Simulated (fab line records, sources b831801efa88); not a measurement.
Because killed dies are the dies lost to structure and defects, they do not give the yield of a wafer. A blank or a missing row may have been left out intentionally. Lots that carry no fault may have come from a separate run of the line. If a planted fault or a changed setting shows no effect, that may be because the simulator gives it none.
2 desks, one fault | flow gf180mcu | each desk has only its own numbers; what lay behind them comes last

AT THE TOOL OWNER'S DESK: lithoTrack-02
The tool's own readings at GF_V4_PEB_12 (peb time 91.4 s): means of the sampled wafers that have a number, for each lot that ran on this tool. Any lot whose mean is over 4 standard deviations away from the usual mean is out of limits and marked OUT; that distance is given in the brackets.
Columns: A = heaterPowerTotalW at GF_V4_PEB_12, usual 85.58 W; B = plateSensorTCentreC at GF_V4_PEB_12, usual 136.13 C; C = plateSensorTEdgeC at GF_V4_PEB_12, usual 136.29 C
lot  | first seen here | A               | B                        | C
L160 | day 28 05:10    | 89.55 (+41) OUT | 140.93 (+99 or more) OUT | 141.12 (+99 or more) OUT
L161 | day 28 10:27    | 89.52 (+41) OUT | 140.94 (+99 or more) OUT | 141.10 (+99 or more) OUT
This desk finds L160, L161 out of limits, L160 being first, at day 28 05:10 (heaterPowerTotalW at GF_V4_PEB_12). In limits: none.

FROM THE METROLOGY DESK
Means of the sampled wafers that have a number, per lot and without regard to the tool the lot ran on: this is what the gauges read. Any lot whose mean is over 4 standard deviations away from the usual mean is out of limits and marked OUT; that distance is given in the brackets.
Columns: A = cdNm at GF_V4_CD_MEAS_14, usual 260.2 nm; B = V4_OVL at GF_V4_OVL_MEAS_15, usual 0 nm
lot  | first seen here | A                | B
L150 | day 25 00:44    | 258.2            | 0
L151 | day 25 01:22    | 260.5            | 6
L152 | day 25 07:01    | 261.6            | -9
L154 | day 25 17:53    | 261.8            | -7
L155 | day 26 13:22    | 260.6            | -0
L160 | day 28 05:31    | 269.9 (+8.1) OUT | -5
L161 | day 28 10:47    | 269.7 (+7.9) OUT | 2
L164 | day 28 22:31    | 260.1            | 4
L166 | day 29 20:42    | 259.9            | -3
L167 | day 30 05:55    | 258.6            | 10
L172 | day 31 04:19    | 261.0            | -5
L173 | day 31 09:44    | 259.2            | 3
This desk finds L160, L161 out of limits, L160 being first, at day 28 05:31 (cdNm at GF_V4_CD_MEAS_14). Within limits: L150, L151, L152, L154, L155, L164, L166, L167, L172, L173.

ALL TOGETHER
At day 28 05:10, on L160, L161, the tool owner's desk was in a position to raise an alarm.
The metrology desk could have raised an alarm at day 28 05:31, on L160, L161.
Every lot named ran GF_V4_PEB_12 on lithoTrack-02.

WHAT THE SIMULATOR HAD PUT IN
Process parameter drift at GF_V4_PEB_12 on lithoTrack-02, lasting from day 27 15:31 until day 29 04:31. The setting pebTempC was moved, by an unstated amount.
Struck lots among those shown: L160, L161.
Counting hours from when the fault started, the first reading out of limits came at 14 for the tool owner's desk and at 14 for the metrology desk.
